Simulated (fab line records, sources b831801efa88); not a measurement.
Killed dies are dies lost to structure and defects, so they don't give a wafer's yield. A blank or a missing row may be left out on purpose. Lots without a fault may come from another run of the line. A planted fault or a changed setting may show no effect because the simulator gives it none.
fab line records | flow gf180mcu
record lots=7 wafers=21 last_day=34
route steps=602 shown V3@436 PASSIVATION@602
lots that met no fault: from a run of the same line without faults
start_h: hours from the record's first day to the start of the lot's first wafer shown | wait_h: hours since the lot's step before | " the same as in the row above | L1.1+2: a row that stands for several wafers | - no value, or no start given | * or withheld: withheld | < > ~ a bound
route shown NAME@n: a module of which the file shows steps, and the number in the route of the first | usual: mean/standard deviation of fault-free wafers | same: alike in all rows | chamber/n: place in a boat | sites: the reading at each site | _std_site: their standard deviation | _edge_site: outer sites' mean less inner sites' | radius_mm: how far each site lies from the wafer's centre | mask NAME#n: copy n | behind: the tool/chamber that last shaped the wafer | hold: why the lot was held/for how many hours/how that ended | device: the transistor (n, p or np) that didn't switch | end of line: the same wafers' tests at the end of the route | a step without rows: its recipe alone | killed: dies lost to structure and defects at the first sort, not the wafer's yield | map: a wafer's dies, x killed, . not, _ none there
set.NAME: the setting as run; set.NAME@STEP: as run at that earlier step | model.NAME: the simulator's own value behind a step, which no gauge read
lots at some steps of the route; a table a step, a row a wafer
services: from which hour (start_h, from the record's first day; less than 0 if before it) a tool's chamber was out of use, for how many hours, and why
## steps
# step GF_V3_HMDS_07
# recipe prime_time_s=60 prime_temp_c=120
# step GF_V3_COAT_08
# recipe resist=BARC temp_c=withheld time_s=withheld spin_rpm=withheld resist_thk_nm=withheld
# step GF_V3_COAT_09
# recipe resist=KrF spin_rpm=withheld resist_thk_nm=1000
# step GF_V3_SOFTBAKE_10
# recipe temp_c=130 time_s=60 resist=KrF
# step GF_V3_EXPOSE_11
# recipe mask_id=Via3 target_cd_nm=260 na=0.68 source_shape=conventional sigma_outer=0.6 dose_mj=38
# step GF_V3_PEB_12
# recipe peb_temp_c=135 peb_time_s=90 resist=KrF
# step GF_V3_DEVELOP_13
# recipe develop_time_s=60 resist=KrF dev_temp_c=21
# step GF_V3_CD_MEAS_14
# recipe target_cd_nm=260
# usual cd_nm=259.7/1.2
# columns lot.wafer tool chamber start_h wait_h cd_nm
L732.1 cd_sem-02 - 558.40 0.1 260.7
L732.3 " - " " 259.8
L732.6 " - " " 260.5
L738.2 cd_sem-02 - 607.03 0.1 257.6
L738.3 " - " " 260.3
L738.6 " - " " 258.9
L737.2 cd_sem-02 - 609.53 0.1 261.0
L737.4 " - " " 261.0
L737.6 " - " " 261.0
L739.1 cd_sem-01 - 617.96 0.1 259.6
L739.2 " - " " 260.0
L739.5 " - " " 259.5
L743.2 cd_sem-02 - 646.23 0.1 259.6
L743.4 " - " " 258.8
L743.6 " - " " 258.9
L746.1 cd_sem-02 - 663.21 0.1 259.1
L746.4 " - " " 259.9
L746.6 " - " " 260.1
L749.1 cd_sem-02 - 686.30 0.1 260.9
L749.4 " - " " 260.7
L749.5 " - " " 261.1
# step GF_V3_OVL_MEAS_15
# usual V3_OVL=4/5.7
# columns lot.wafer tool chamber start_h wait_h V3_OVL[nm]
L732.1 overlay-01 - 558.52 0.1 -8
L732.3 " - " " -7
L732.6 " - " " 6
L738.2 overlay-01 - 607.14 0.1 9
L738.3 " - " " -5
L738.6 " - " " 9
L737.2 overlay-01 - 609.64 0.1 0
L737.4 " - " " 1
L737.6 " - " " 6
L739.1 overlay-01 - 618.08 0.1 8
L739.2 " - " " 7
L739.5 " - " " 9
L743.2 overlay-01 - 646.33 0.1 6
L743.4 " - " " -6
L743.6 " - " " 1
L746.1 overlay-02 - 663.33 0.1 1
L746.4 " - " " -2
L746.6 " - " " 1
L749.1 overlay-02 - 686.42 0.1 -1
L749.4 " - " " -1
L749.5 " - " " -8
# step GF_V3_ETCH_16
# recipe chemistry=N2/H2 target_depth_a=withheld overetch_a=withheld time_s=withheld target=BARC ion_energy_ev=200 source_w=500 bias_w=100 pressure_mtorr=30 n2_flow_sccm=100 h2_flow_sccm=200
# usual chamber_pressure_mTorr=29.998/0.027 drypump_motor_current_A=5.8/0.5 oes_product_au=0.855/0.0045 throttle_valve_pct=13.223/0.0099
# columns lot.wafer tool chamber start_h wait_h chamber_pressure_mTorr drypump_motor_current_A oes_product_au throttle_valve_pct
L732.1 rie_diel-02 0 558.55 0.0 29.967 6.0 0.860 13.212
L732.3 " 3 " " 29.996 5.9 0.862 13.223
L732.6 " 3 " " 30.004 5.9 0.858 13.221
L738.2 rie_diel-03 2 607.17 0.0 29.987 5.7 0.855 13.218
L738.3 " 1 " " 30.005 6.0 0.857 13.212
L738.6 " 0 " " 30.007 5.8 0.860 13.218
L737.2 rie_diel-02 3 609.67 0.0 29.981 5.9 0.859 13.214
L737.4 " 1 " " 29.947 5.8 0.860 13.226
L737.6 " 2 " " 29.995 4.9 0.851 13.209
L739.1 rie_diel-02 3 618.12 0.0 29.958 5.9 0.856 13.240
L739.2 " 2 " " 30.028 4.9 0.856 13.205
L739.5 " 2 " " 30.052 4.9 0.845 13.219
L743.2 rie_diel-01 3 646.36 0.0 29.995 6.7 0.852 13.225
L743.4 " 1 " " 29.987 6.2 0.849 13.234
L743.6 " 2 " " 29.959 5.4 0.855 13.217
L746.1 rie_diel-02 3 663.36 0.0 29.969 5.9 0.856 13.222
L746.4 " 0 " " 29.996 5.9 0.851 13.224
L746.6 " 1 " " 30.040 5.8 0.849 13.221
L749.1 rie_diel-01 0 686.45 0.0 30.003 5.5 0.863 13.211
L749.4 " 2 " " 29.947 5.4 0.859 13.231
L749.5 " 2 " " 30.000 5.4 0.860 13.209
# step GF_V3_ETCH_17
# recipe chemistry=C4F8/O2/Ar mask_material=KrF target=SiO2 stop_on=TiN source_w=1500 bias_w=1200 pressure_mtorr=40 c4f8_flow_sccm=withheld O2_flow_sccm=6 Ar_flow_sccm=300 time_s=withheld target_depth_a=6350
# usual chamber_pressure_mTorr=39.99/0.038 oes_product_au=0.856/0.0045
# columns lot.wafer tool chamber start_h wait_h chamber_pressure_mTorr oes_product_au
L732.1 rie_diel-02 0 - - 39.97 0.866
L732.3 " 3 " " 40.02 0.862
L732.6 " 3 " " 40.06 0.855
L738.2 rie_diel-03 2 - - 40.03 0.850
L738.3 " 1 " " 40.00 0.850
L738.6 " 0 " " 40.03 0.860
L737.2 rie_diel-02 3 - - 40.04 0.857
L737.4 " 1 " " 39.98 0.855
L737.6 " 2 " " 40.01 0.859
L739.1 rie_diel-02 3 - - 40.00 0.854
L739.2 " 2 " " 39.98 0.853
L739.5 " 2 " " 40.01 0.854
L743.2 rie_diel-01 3 - - 39.99 0.853
L743.4 " 1 " " 39.99 0.856
L743.6 " 2 " " 39.99 0.851
L746.1 rie_diel-02 3 - - 40.00 0.851
L746.4 " 0 " " 40.06 0.856
L746.6 " 1 " " 39.94 0.860
L749.1 rie_diel-01 0 - - 39.93 0.855
L749.4 " 2 " " 40.06 0.852
L749.5 " 2 " " 39.97 0.854
# step GF_V3_STRIP_18
# recipe chemistry=O2/N2 power_w=1400 pressure_mtorr=1500 platen_temp_c=250 o2_flow_sccm=3000 n2_flow_sccm=300 overash_fraction=0.5
# usual chamber_pressure_mTorr=1500.1/1.3 drypump_motor_current_A=5.8/0.57 heater_power_w=336/20 oes_product_au=0.592/0.0047
# columns lot.wafer tool chamber start_h wait_h chamber_pressure_mTorr drypump_motor_current_A heater_power_w oes_product_au rf_hours_counter_h
L732.1 plasma_asher-04 1 558.68 - 1500.1 6.3 338 0.589 85
L732.3 " 0 " " 1499.0 5.3 357 0.595 -
L732.6 " 0 " " 1501.8 5.3 373 0.602 -
L738.2 plasma_asher-04 0 607.30 - 1501.7 5.3 362 0.594 90
L738.3 " 0 " " 1501.5 5.3 370 0.584 -
L738.6 " 1 " " 1503.0 6.3 346 0.595 -
L737.2 plasma_asher-04 1 609.80 - 1501.3 6.3 337 0.592 90
L737.4 " 0 " " 1497.9 5.3 367 0.591 -
L737.6 " 0 " " 1499.7 5.3 366 0.589 -
L739.1 plasma_asher-04 0 618.25 - 1501.1 5.3 361 0.595 91
L739.2 " 1 " " 1499.0 6.3 340 0.592 91
L739.5 " 1 " " 1503.3 6.4 350 0.594 -
L743.2 plasma_asher-02 1 646.49 - 1501.1 5.6 316 0.591 56
L743.4 " 0 " " 1499.6 5.7 323 0.590 -
L743.6 " 0 " " 1499.0 5.7 313 0.589 -
L746.1 plasma_asher-03 0 663.49 - 1500.4 6.7 347 0.589 25
L746.4 " 1 " " 1498.3 5.2 320 0.599 -
L746.6 " 0 " " 1499.2 6.7 353 0.595 -
L749.1 plasma_asher-04 1 686.58 - 1498.5 6.4 339 0.591 96
L749.4 " 1 " " 1497.9 6.4 336 0.592 -
L749.5 " 0 " " 1498.7 5.3 363 0.589 -
# step GF_V3_STRIP_19
# recipe chemistry=post_etch_residue_remover time_s=1200 temp_c=72.5
# usual bath_guard_temp_C=72.2/0.48 bath_heat_duty_pct=14.6/1.5 time_s=1200/0
# columns lot.wafer tool chamber start_h wait_h bath_guard_temp_C bath_heat_duty_pct time_s
L732.1 wet_bench-02 2 558.78 0.1 73.2 12.7 1200
L732.3 " 2 " " 73.3 12.9 1200
L732.6 " 2 " " 73.0 12.9 1200
L738.2 wet_bench-04 0 607.40 0.1 - - -
L738.3 " 0 " " - - -
L738.6 " 0 " " - - -
L737.2 wet_bench-04 2 609.90 0.1 - - -
L737.4 " 2 " " - - -
L737.6 " 2 " " - - -
L739.1 wet_bench-03 0 618.35 0.1 - - -
L739.2 " 0 " " - - -
L739.5 " 0 " " - - -
L743.2 wet_bench-02 3 646.59 0.1 72.0 13.7 1200
L743.4 " 3 " " 72.0 14.1 1200
L743.6 " 3 " " 72.2 14.1 1200
L746.1 wet_bench-04 1 663.59 0.1 72.7 15.1 1200
L746.4 " 1 " " 72.6 16.2 1200
L746.6 " 1 " " 72.3 16.4 1200
L749.1 wet_bench-03 3 686.68 0.1 72.8 13.4 1200
L749.4 " 3 " " 73.0 16.0 1200
L749.5 " 3 " " 73.2 14.5 1200
# step GF_V3_CLEAN_20
# recipe chemistry=DIW dry=n2_spin
# step GF_PASSIVATION_PROBE_99
# columns lot.wafer tool chamber start_h wait_h model.etest.via3_chain.rc_ohm
L732.1 prober-01 - 711.07 0.1 6.303
L732.3 prober-01 - 711.17 0.2 6.416
L732.6 prober-01 - 711.32 0.2 6.518
L738.2 prober-02 - 750.62 0.1 7.565
L738.3 prober-02 - 750.67 0.2 7.897
L738.6 prober-02 - 750.82 0.2 7.672
L737.2 prober-01 - 751.62 0.1 7.657
L737.4 prober-01 - 751.72 0.2 7.773
L737.6 prober-01 - 751.82 0.2 7.803
L739.1 prober-02 - 760.82 0.1 7.804
L739.2 prober-02 - 760.87 0.1 7.565
L739.5 prober-02 - 761.02 0.2 7.798
L743.2 prober-02 - 783.34 0.1 6.404
L743.4 prober-02 - 783.44 0.2 6.363
L743.6 prober-02 - 783.54 0.2 6.255
L746.1 prober-01 - 796.11 0.1 6.257
L746.4 prober-01 - 796.26 0.2 6.494
L746.6 prober-01 - 796.36 0.2 6.31
L749.1 prober-02 - 814.41 0.1 6.484
L749.4 prober-02 - 814.56 0.2 6.316
L749.5 prober-02 - 814.61 0.2 6.179
# killed by level:class
L732.1 M1:geometric_particle:short=7 V1:geometric_particle:open=6 V3:geometric_particle:open=6 STI:geometric_particle:short=2 CONTACT:geometric_particle:open=2 V1:geometric_particle:short=2 M2:geometric_particle:short=2 V2:geometric_particle:open=2
L732.3 V4:geometric_particle:short=5 CONTACT:geometric_particle:open=4 M1:geometric_particle:short=4 V5:geometric_particle:open=4 V1:geometric_particle:open=4 STI:geometric_particle:open=3 V2:geometric_particle:open=3 V3:geometric_particle:open=3
L732.6 V3:geometric_particle:open=7 V1:geometric_particle:open=6 V5:geometric_particle:open=6 V4:geometric_particle:open=4 CONTACT:geometric_particle:open=3 M1:geometric_particle:short=3 V2:geometric_particle:open=3 STI:geometric_particle:short=2
L743.2 CONTACT:geometric_particle:open=7 CONTACT:geometric_particle:short=4 STI:geometric_particle:open=3 V2:geometric_particle:open=3 V4:geometric_particle:short=3 STI:geometric_particle:short=2 POLY_GATE:geometric_particle:open=2 V3:geometric_particle:open=2
L743.4 V4:geometric_particle:open=6 CONTACT:geometric_particle:open=5 V2:geometric_particle:short=4 V2:geometric_particle:open=4 V3:geometric_particle:open=4 M5:geometric_particle:short=4 M1:geometric_particle:short=3 V1:geometric_particle:open=2
L743.6 STI:geometric_particle:short=5 V3:geometric_particle:open=5 V1:geometric_particle:open=4 V1:geometric_particle:short=4 CONTACT:geometric_particle:open=3 M4:geometric_particle:short=2 V4:geometric_particle:open=2 M5:geometric_particle:short=2
L746.1 V3:geometric_particle:open=9 V4:geometric_particle:open=9 V2:geometric_particle:open=8 V1:geometric_particle:open=6 CONTACT:geometric_particle:open=5 V1:geometric_particle:short=3 V4:geometric_particle:short=3 STI:geometric_particle:short=2
L746.4 V3:geometric_particle:open=6 CONTACT:geometric_particle:open=5 CONTACT:geometric_particle:short=4 V1:geometric_particle:short=4 V4:geometric_particle:open=4 STI:geometric_particle:open=3 V4:geometric_particle:short=3 M5:geometric_particle:short=3
L746.6 V1:geometric_particle:open=5 M4:geometric_particle:short=4 V2:geometric_particle:short=3 M3:geometric_particle:short=3 V3:geometric_particle:open=3 V4:geometric_particle:open=3 V5:geometric_particle:open=3 V1:geometric_particle:short=2
L749.1 V5:geometric_particle:open=8 V2:geometric_particle:open=5 V4:geometric_particle:short=5 STI:geometric_particle:short=3 STI:geometric_particle:open=3 CONTACT:geometric_particle:open=3 V1:geometric_particle:open=3 V3:geometric_particle:open=3
L749.4 V1:geometric_particle:open=7 V4:geometric_particle:open=4 M2:geometric_particle:short=4 V3:geometric_particle:open=4 CONTACT:geometric_particle:short=3 M4:geometric_particle:short=3 V5:geometric_particle:short=3 STI:geometric_particle:short=2
L749.5 CONTACT:geometric_particle:open=6 V1:geometric_particle:open=5 V3:geometric_particle:short=4 STI:geometric_particle:open=3 POLY_GATE:geometric_particle:open=3 V3:geometric_particle:open=3 V1:geometric_particle:short=3 V2:geometric_particle:open=3
## services
# columns tool chamber start_h hours kind
plasma_asher-02 - 552.81 2.6 repair
rie_diel-03 1 555.55 19.6 repair
rie_diel-03 3 587.22 8.4 repair
rie_diel-01 1 588.50 3.7 repair
rie_diel-02 0 591.51 54.5 repair
rie_diel-02 1 595.87 7.6 repair
wet_bench-04 - 615.81 1.1 repair
rie_diel-03 1 628.79 16.8 repair
rie_diel-03 2 629.47 4.3 repair
plasma_asher-04 - 632.76 4.3 repair
rie_diel-03 3 642.00 6.4 repair
plasma_asher-04 - 649.08 15.5 repair
rie_diel-02 - 652.50 0.9 repair
plasma_asher-03 - 653.94 0.3 repair
plasma_asher-04 - 665.54 2.8 pm
rie_diel-01 - 675.92 1.7 repair
## key
first_sign step=GF_V3_STRIP_19 reading=tool_record direction=missing
effect none on later readings
model_effect step=GF_PASSIVATION_PROBE_99 value=etest.via3_chain.rc_ohm without=6.341 struck=7.726
met_at GF_V3_STRIP_19
struck_wafers L737.2,L737.4,L737.6,L738.2,L738.3,L738.6,L739.1,L739.2,L739.5
sort_left_out L737.2,L737.4,L737.6,L738.2,L738.3,L738.6,L739.1,L739.2,L739.5
fault kind=skipped_step_whole tool=wet_bench-03,wet_bench-04 chamber=- onset_h=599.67 steps=GF_V3_STRIP_19 scope=struck_lots_only
# sort_left_out: the simulated sort isn't trusted on such a fault, so these wafers' sort isn't shown, and their yield isn't known
